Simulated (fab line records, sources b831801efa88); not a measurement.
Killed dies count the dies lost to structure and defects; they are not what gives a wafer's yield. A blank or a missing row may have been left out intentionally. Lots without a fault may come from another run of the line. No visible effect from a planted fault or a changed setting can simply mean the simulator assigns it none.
Which tool did it? || flow sky130 || 12 lots with 36 wafers sampled at 4 steps, on a route of 708 steps

== WHAT THE GAUGES SHOWED, per wafer ==
SKY_VIA2_RS_MEAS_22: uses a four-point probe to measure.
{"lot": "L542", "measured": "day 36 08:46", "on": "film metro-03", "VIA2_W_RS (ohm/sq)": "0.272 0.271 0.271"}
{"lot": "L543", "measured": "day 36 21:13", "on": "film metro-02", "VIA2_W_RS (ohm/sq)": "0.272 0.267 0.269"}
{"lot": "L544", "measured": "day 37 02:29", "on": "film metro-02", "VIA2_W_RS (ohm/sq)": "0.270 0.273 0.270"}
{"lot": "L546", "measured": "day 37 09:37", "on": "film metro-02", "VIA2_W_RS (ohm/sq)": "0.272 0.274 0.271"}
{"lot": "L547", "measured": "day 38 00:37", "on": "film metro-04", "VIA2_W_RS (ohm/sq)": "0.272 0.275 0.272"}
{"lot": "L550", "measured": "day 38 17:50", "on": "film metro-03", "VIA2_W_RS (ohm/sq)": "0.269 0.275 0.274"}
{"lot": "L551", "measured": "day 39 08:36", "on": "film metro-04", "VIA2_W_RS (ohm/sq)": "0.273 0.268 0.268"}
{"lot": "L552", "measured": "day 39 16:12", "on": "film metro-02", "VIA2_W_RS (ohm/sq)": "0.262 0.268 0.273"}
{"lot": "L554", "measured": "day 40 00:08", "on": "film metro-03", "VIA2_W_RS (ohm/sq)": "0.264 0.267 0.274"}
{"lot": "L555", "measured": "day 40 13:50", "on": "film metro-03", "VIA2_W_RS (ohm/sq)": "0.270 0.273 0.276"}
{"lot": "L563", "measured": "day 42 12:38", "on": "film metro-03", "VIA2_W_RS (ohm/sq)": "0.263 0.273 0.274"}
{"lot": "L564", "measured": "day 43 03:21", "on": "film metro-03", "VIA2_W_RS (ohm/sq)": "0.271 0.272 0.270"}

SKY_CAPM_RS_MEAS_03: uses a four-point probe to measure.
{"lot": "L542", "measured": "day 36 09:35", "on": "film metro-01", "CAPM_TIN_RS (ohm/sq)": "6.85 6.86 6.88"}
{"lot": "L543", "measured": "day 36 22:03", "on": "film metro-02", "CAPM_TIN_RS (ohm/sq)": "6.81 6.91 6.87"}
{"lot": "L544", "measured": "day 37 03:45", "on": "film metro-02", "CAPM_TIN_RS (ohm/sq)": "6.84 6.93 6.93"}
{"lot": "L546", "measured": "day 37 10:26", "on": "film metro-04", "CAPM_TIN_RS (ohm/sq)": "6.96 6.95 6.94"}
{"lot": "L547", "measured": "day 38 01:27", "on": "film metro-04", "CAPM_TIN_RS (ohm/sq)": "6.82 6.84 6.92"}
{"lot": "L550", "measured": "day 38 18:39", "on": "film metro-01", "CAPM_TIN_RS (ohm/sq)": "6.90 6.92 6.87"}
{"lot": "L551", "measured": "day 39 10:04", "on": "film metro-02", "CAPM_TIN_RS (ohm/sq)": "6.93 6.92 7.02"}
{"lot": "L552", "measured": "day 39 17:02", "on": "film metro-01", "CAPM_TIN_RS (ohm/sq)": "6.88 6.85 6.88"}
{"lot": "L554", "measured": "day 40 00:58", "on": "film metro-01", "CAPM_TIN_RS (ohm/sq)": "6.87 6.93 6.90"}
{"lot": "L555", "measured": "day 40 14:40", "on": "film metro-01", "CAPM_TIN_RS (ohm/sq)": "6.90 6.97 6.91"}
{"lot": "L563", "measured": "day 42 13:27", "on": "film metro-04", "CAPM_TIN_RS (ohm/sq)": "6.87 6.82 6.78"}
{"lot": "L564", "measured": "day 43 04:15", "on": "film metro-01", "CAPM_TIN_RS (ohm/sq)": "6.89 6.94 6.94"}

== TOOL THAT RAN EACH LOT (tool first, then ch and the chambers of the sampled wafers, then the start) ==
{"lot": "L542", "SKY_METAL3_SPUTTER_04": "pvd sputter-01, day 36 09:19", "SKY_CAPM_SPUTTER_02": "pvd sputter-02, day 36 09:27"}
{"lot": "L543", "SKY_METAL3_SPUTTER_04": "pvd sputter-03, day 36 21:47", "SKY_CAPM_SPUTTER_02": "pvd sputter-02, day 36 21:55"}
{"lot": "L544", "SKY_METAL3_SPUTTER_04": "pvd sputter-04, day 37 03:31", "SKY_CAPM_SPUTTER_02": "pvd sputter-03, day 37 03:38"}
{"lot": "L546", "SKY_METAL3_SPUTTER_04": "pvd sputter-01, day 37 10:10", "SKY_CAPM_SPUTTER_02": "pvd sputter-02, day 37 10:18"}
{"lot": "L547", "SKY_METAL3_SPUTTER_04": "pvd sputter-03, day 38 01:11", "SKY_CAPM_SPUTTER_02": "pvd sputter-02, day 38 01:19"}
{"lot": "L550", "SKY_METAL3_SPUTTER_04": "pvd sputter-03, day 38 18:25", "SKY_CAPM_SPUTTER_02": "pvd sputter-02, day 38 18:32"}
{"lot": "L551", "SKY_METAL3_SPUTTER_04": "pvd sputter-03, day 39 09:49", "SKY_CAPM_SPUTTER_02": "pvd sputter-02, day 39 09:57"}
{"lot": "L552", "SKY_METAL3_SPUTTER_04": "pvd sputter-01, day 39 16:47", "SKY_CAPM_SPUTTER_02": "pvd sputter-03, day 39 16:55"}
{"lot": "L554", "SKY_METAL3_SPUTTER_04": "pvd sputter-03, day 40 00:41", "SKY_CAPM_SPUTTER_02": "pvd sputter-01, day 40 00:49"}
{"lot": "L555", "SKY_METAL3_SPUTTER_04": "pvd sputter-03, day 40 14:25", "SKY_CAPM_SPUTTER_02": "pvd sputter-02, day 40 14:33"}
{"lot": "L563", "SKY_METAL3_SPUTTER_04": "pvd sputter-04, day 42 13:13", "SKY_CAPM_SPUTTER_02": "pvd sputter-01, day 42 13:21"}
{"lot": "L564", "SKY_METAL3_SPUTTER_04": "pvd sputter-04, day 43 04:01", "SKY_CAPM_SPUTTER_02": "pvd sputter-01, day 43 04:08"}
- SKY_METAL3_SPUTTER_04: material TiN, target thk 70 nm, time 58.3 s.
- SKY_CAPM_SPUTTER_02: material TiN, target thk 200 nm, time 166.7 s.

== AS READ BY THE TOOLS THEMSELVES (means over the sampled wafers that have a number; for cases with no such wafer, the mark the record gives instead) ==
SKY_METAL3_SPUTTER_04.
{"lot": "L542", "tool": "pvd sputter-01", "chamber pressure pa (Pa)": 0.4002, "throttle valve pct (%)": 30.0}
{"lot": "L543", "tool": "pvd sputter-03", "chamber pressure pa (Pa)": 0.3999, "throttle valve pct (%)": 31.7}
{"lot": "L544", "tool": "pvd sputter-04", "chamber pressure pa (Pa)": 0.4000, "throttle valve pct (%)": 30.4}
{"lot": "L546", "tool": "pvd sputter-01", "chamber pressure pa (Pa)": 0.3996, "throttle valve pct (%)": 29.8}
{"lot": "L547", "tool": "pvd sputter-03", "chamber pressure pa (Pa)": 0.3988, "throttle valve pct (%)": 30.1}
{"lot": "L550", "tool": "pvd sputter-03", "chamber pressure pa (Pa)": 0.3995, "throttle valve pct (%)": 30.0}
{"lot": "L551", "tool": "pvd sputter-03", "chamber pressure pa (Pa)": 0.4002, "throttle valve pct (%)": 29.1}
{"lot": "L552", "tool": "pvd sputter-01", "chamber pressure pa (Pa)": 0.3998, "throttle valve pct (%)": 30.7}
{"lot": "L554", "tool": "pvd sputter-03", "chamber pressure pa (Pa)": 0.6321, "throttle valve pct (%)": 24.3}
{"lot": "L555", "tool": "pvd sputter-03", "chamber pressure pa (Pa)": 0.6324, "throttle valve pct (%)": 24.6}
{"lot": "L563", "tool": "pvd sputter-04", "chamber pressure pa (Pa)": 0.3991, "throttle valve pct (%)": 30.1}
{"lot": "L564", "tool": "pvd sputter-04", "chamber pressure pa (Pa)": 0.4004, "throttle valve pct (%)": 30.3}

SKY_CAPM_SPUTTER_02.
{"lot": "L542", "tool": "pvd sputter-02", "chamber pressure pa (Pa)": 0.4007, "throttle valve pct (%)": 29.8}
{"lot": "L543", "tool": "pvd sputter-02", "chamber pressure pa (Pa)": 0.4003, "throttle valve pct (%)": 30.6}
{"lot": "L544", "tool": "pvd sputter-03", "chamber pressure pa (Pa)": 0.3994, "throttle valve pct (%)": 30.3}
{"lot": "L546", "tool": "pvd sputter-02", "chamber pressure pa (Pa)": 0.4005, "throttle valve pct (%)": 29.6}
{"lot": "L547", "tool": "pvd sputter-02", "chamber pressure pa (Pa)": 0.3995, "throttle valve pct (%)": 29.8}
{"lot": "L550", "tool": "pvd sputter-02", "chamber pressure pa (Pa)": 0.4004, "throttle valve pct (%)": 29.9}
{"lot": "L551", "tool": "pvd sputter-02", "chamber pressure pa (Pa)": 0.4002, "throttle valve pct (%)": 29.6}
{"lot": "L552", "tool": "pvd sputter-03", "chamber pressure pa (Pa)": 0.4003, "throttle valve pct (%)": 29.9}
{"lot": "L554", "tool": "pvd sputter-01", "chamber pressure pa (Pa)": 0.3998, "throttle valve pct (%)": 29.4}
{"lot": "L555", "tool": "pvd sputter-02", "chamber pressure pa (Pa)": 0.4000, "throttle valve pct (%)": 30.8}
{"lot": "L563", "tool": "pvd sputter-01", "chamber pressure pa (Pa)": 0.4001, "throttle valve pct (%)": 30.8}
{"lot": "L564", "tool": "pvd sputter-01", "chamber pressure pa (Pa)": 0.3999, "throttle valve pct (%)": 29.7}

== THE ANSWER, worked out from the rows above alone ==
Rule: usual is defined by the lots themselves. Put in order of their means at a reading, lots are off if they are a third of the lots or fewer, leave a main group of 4 or more, and stand apart from it by a gap of 3 or more times the standard deviation of the main group's means; of several such gaps the widest counts. If all means in a main group match to the digits the tables above print for the reading, that group is not used. A lot without any number at a reading at which 4 lots or more have one is off too. The other lots that the step has rows for count as sound. The gauges are gone through in route order, then the tools' own readings, and for those a lot's mean is taken as printed above. At the first step where some lot is off, the reading lying furthest off is the one used; lots without a number count as furthest.
Off at SKY_METAL3_SPUTTER_04 (chamber pressure pa): L554, L555. The main group: mean 0.3997 Pa, standard deviation 0.00048.
A tool fits if, at that step or a process step before it, it ran every lot that is off, and no sound lot after the first of them. One fits: pvd sputter-03 at SKY_METAL3_SPUTTER_04. Its last sound lot is L551 (day 39 09:49), its first lot that is off L554 (day 40 00:41): a fault that began between those two fits.
The tool's own readings at SKY_METAL3_SPUTTER_04 bear it out: on the lots that are off they differ by more than 5 times the standard deviation of the sound lots' means. chamber pressure pa reads 0.6322 Pa there against 0.3997 Pa on the sound lots; throttle valve pct reads 24.5 % there against 30.2 % on the sound lots.

== WHAT HAD BEEN PUT IN BY THE SIMULATOR ==
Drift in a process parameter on pvd sputter-03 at SKY_METAL3_SPUTTER_04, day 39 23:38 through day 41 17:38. A move of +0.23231 in setting chamber pressure pa, from 0.4. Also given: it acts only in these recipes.
Lots struck among those shown: L554, L555. The same result came from the rule above.
